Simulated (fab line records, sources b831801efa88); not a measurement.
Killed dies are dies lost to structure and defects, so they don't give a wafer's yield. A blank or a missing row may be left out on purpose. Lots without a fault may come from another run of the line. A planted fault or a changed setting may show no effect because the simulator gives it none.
Problem report in the 8D (eight disciplines) form, filled by code | flow gf180mcu | the parts of the form that need people (team, actions taken, sign-off) are left out

1. THE PROBLEM
V4_W_RS at GF_V4_RS_MEAS_24 reads a mean of 0.349 ohm/sq on 2 wafers of 1 lot; wafers without a fault read 0.325 ohm/sq with a standard deviation of 0.0045. That is +5.4 standard deviations from the usual mean.
The step: measures by four-point-probe.
First seen on wafer L458.1, day 27 08:04, on film_metro-02. The record holds 36 wafers of 12 lots with a number at this step. Rule for "out", or "out of limits": more than 4 standard deviations from the usual mean. The other wafers with a number count as sound.

2. WHAT IT IS AND WHAT IT IS NOT
question                    | is                | is not
which readings at this step | V4_W_RS           | -
which lots                  | L458              | L449, L451, L452, L454, L456, L457, L462, L465, L468, L471, L472
which wafers of those lots  | L458.1, L458.6    | L458.4
read on which gauges        | film_metro-02     | film_metro-01, film_metro-03
when                        | from day 27 08:04 | up to then (19 sound wafers); but 15 sound wafers of L462, L465, L468, L471, L472 came after

3. SUSPECTS, AND WHAT RULES EACH OUT
Counting: a tool at a process step up to the reading stays a suspect if it ran every lot that is out. Sound lots after the first of them don't rule it out here, since some wafers of a struck lot are sound.
- the gauge at GF_V4_RS_MEAS_24: kept. All the wafers that are out were read on film_metro-02, and no step on other tools shows them out.
- rie_diel-02 at GF_V4_ETCH_17 (etches SiO2 in C4F8/O2/Ar, stops on TiN, target depth 630 nm): kept. It ran the lot that is out, L458 (day 27 07:58); its last sound lot up to then is L456 (day 26 19:11). GF_V4_ETCH_17 gives no start for some lots, so the hours and the order of its lots are those of GF_V4_CVD_23.
- cvd_w-01 at GF_V4_CVD_23 (deposits W, target thk 350 nm, time 104.9 s): kept. It ran the lot that is out, L458 (day 27 07:58); its last sound lot up to then is L457 (day 27 01:46).
- Within rie_diel-02 at GF_V4_ETCH_17: the wafers that are out ran in chamber 0; their sound lot-mates ran in chamber 1.
- Within cvd_w-01 at GF_V4_CVD_23: the wafers that are out ran in chamber 0; their sound lot-mates ran in chamber 1.
Left after counting: rie_diel-02 at GF_V4_ETCH_17, cvd_w-01 at GF_V4_CVD_23, film_metro-02 at GF_V4_RS_MEAS_24.

4. THE CAUSE (what the simulator had put in)
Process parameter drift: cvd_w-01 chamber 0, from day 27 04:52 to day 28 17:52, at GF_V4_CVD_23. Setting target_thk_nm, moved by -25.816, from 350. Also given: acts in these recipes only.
Counting left 3 suspects, and this tool is among them.

5. THE CHAIN OF EFFECTS, in route order
Each row: a reading whose mean over the struck wafers that have a number lies more than 3 standard deviations from the usual. Only readings for which the record gives a usual standard deviation are gone through. hours: the time from each lot's start at the first step in this table that gives one to its start at this step, as a median over the lots. sigmas: the change in usual standard deviations.
hours | step              | reading  | usual        | on struck wafers | change | sigmas
0     | GF_V4_RS_MEAS_24  | V4_W_RS  | 0.325 ohm/sq | 0.349            | +0.024 | +5.4
0     | GF_V4_THK_MEAS_25 | V4_W_THK | 366 nm       | 342              | -24    | -4.2

6. WHAT WOULD HAVE CAUGHT IT SOONER
In this record the first reading out of limits at a measuring or inspecting step was taken at day 27 08:04, 3 hours after the fault began at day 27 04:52.
Of the tool readings at GF_V4_CVD_23 for which the record gives a usual standard deviation, none was out on any struck wafer, so an alarm limit of 4 standard deviations on them would not have fired.
All the lots that are out (1) had begun GF_V4_CVD_23 on cvd_w-01 by day 27 08:04. A hold on the tool at that time would have spared none of them.
